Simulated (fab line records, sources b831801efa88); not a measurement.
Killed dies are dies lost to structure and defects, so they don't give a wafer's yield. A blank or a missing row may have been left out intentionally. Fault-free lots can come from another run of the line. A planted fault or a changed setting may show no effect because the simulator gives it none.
The tool behind it: which one? || flow gf180mcu || 14 lots with 42 wafers sampled at 2 steps, on a route of 602 steps

## WHAT THE GAUGES READ, wafer by wafer
GF_CONTACT_CD_MEAS_14 targets a cd of 220 nm.
{"lot": "L852", "measured": "day 16 04:51", "on": "cd-sem-02", "cd-nm (nm)": "220.4 220.0 220.3"}
{"lot": "L853", "measured": "day 16 15:22", "on": "cd-sem-01", "cd-nm (nm)": "221.4 221.7 220.9"}
{"lot": "L855", "measured": "day 17 10:06", "on": "cd-sem-01", "cd-nm (nm)": "221.3 221.2 219.9"}
{"lot": "L856", "measured": "day 17 14:13", "on": "cd-sem-02", "cd-nm (nm)": "217.5 217.1 218.2"}
{"lot": "L857", "measured": "day 17 19:40", "on": "cd-sem-02", "cd-nm (nm)": "224.0 223.2 224.2"}
{"lot": "L859", "measured": "day 18 21:00", "on": "cd-sem-01", "cd-nm (nm)": "219.3 219.4 220.2"}
{"lot": "L860", "measured": "day 18 22:57", "on": "cd-sem-02", "cd-nm (nm)": "219.2 220.0 219.7"}
{"lot": "L861", "measured": "day 19 08:44", "on": "cd-sem-02", "cd-nm (nm)": "222.1 222.0 220.8"}
{"lot": "L863", "measured": "day 20 04:54", "on": "cd-sem-02", "cd-nm (nm)": "221.3 221.0 218.5"}
{"lot": "L871", "measured": "day 23 12:22", "on": "cd-sem-01", "cd-nm (nm)": "221.5 221.5 220.4"}
{"lot": "L872", "measured": "day 23 14:59", "on": "cd-sem-02", "cd-nm (nm)": "220.3 222.1 220.9"}
{"lot": "L873", "measured": "day 23 21:59", "on": "cd-sem-01", "cd-nm (nm)": "222.9 222.8 222.3"}
{"lot": "L875", "measured": "day 24 08:28", "on": "cd-sem-02", "cd-nm (nm)": "222.4 222.5 222.1"}
{"lot": "L874", "measured": "day 24 10:01", "on": "cd-sem-02", "cd-nm (nm)": "220.6 220.1 219.7"}

GF_CONTACT_THK_MEAS_26: measures by xrf.
{"lot": "L852", "measured": "day 16 05:48", "on": "film-metro-03", "CONTACT_W_THK (nm)": "299 301 299"}
{"lot": "L853", "measured": "day 16 16:18", "on": "film-metro-02", "CONTACT_W_THK (nm)": "313 313 310"}
{"lot": "L855", "measured": "day 17 11:03", "on": "film-metro-01", "CONTACT_W_THK (nm)": "312 317 314"}
{"lot": "L856", "measured": "day 17 15:09", "on": "film-metro-01", "CONTACT_W_THK (nm)": "310 309 313"}
{"lot": "L857", "measured": "day 17 20:36", "on": "film-metro-01", "CONTACT_W_THK (nm)": "326 330 333"}
{"lot": "L859", "measured": "day 18 21:56", "on": "film-metro-03", "CONTACT_W_THK (nm)": "303 311 307"}
{"lot": "L860", "measured": "day 18 23:53", "on": "film-metro-02", "CONTACT_W_THK (nm)": "312 313 313"}
{"lot": "L861", "measured": "day 19 09:41", "on": "film-metro-03", "CONTACT_W_THK (nm)": "310 309 314"}
{"lot": "L863", "measured": "day 20 05:50", "on": "film-metro-03", "CONTACT_W_THK (nm)": "312 327 313"}
{"lot": "L871", "measured": "day 23 13:18", "on": "film-metro-02", "CONTACT_W_THK (nm)": "310 321 309"}
{"lot": "L872", "measured": "day 23 16:00", "on": "film-metro-02", "CONTACT_W_THK (nm)": "319 311 308"}
{"lot": "L873", "measured": "day 23 22:55", "on": "film-metro-03", "CONTACT_W_THK (nm)": "325 308 321"}
{"lot": "L875", "measured": "day 24 09:24", "on": "film-metro-03", "CONTACT_W_THK (nm)": "311 308 310"}
{"lot": "L874", "measured": "day 24 10:57", "on": "film-metro-02", "CONTACT_W_THK (nm)": "315 328 312"}

## TOOL THAT RAN EACH LOT (tool first, then ch and the chambers of the sampled wafers, then the start)
No process step before these readings appears in the record.

## WHAT THE TOOLS THEMSELVES READ (means of the sampled wafers that have a number; where no wafer has one, the mark that the record gives instead)
The record holds no such reading with a usual standard deviation.

## THE ANSWER, worked out from the rows above alone
Rule: usual is defined by the lots themselves. The widest of any qualifying gaps counts: lots, ordered by their means at a reading, are off when they make up no more than a third of the lots, leave a main group of 4 or more, and stand apart from it by 3 or more times the standard deviation of that group's means. If all means in a main group match to the digits the tables above print for the reading, that group is not used. A lot without any number at a reading at which 4 lots or more have one is off too. Where the step has rows for the other lots, those lots are counted as sound. After the gauges, taken in route order, come the tools' own readings; for these a lot's mean is taken, as printed above. At the first step where some lot is off, the reading lying furthest off is the one used; lots without a number count as furthest.
Nothing can be told from this: no lot is off at any reading shown.

## WHAT THE SIMULATOR HAD PUT IN
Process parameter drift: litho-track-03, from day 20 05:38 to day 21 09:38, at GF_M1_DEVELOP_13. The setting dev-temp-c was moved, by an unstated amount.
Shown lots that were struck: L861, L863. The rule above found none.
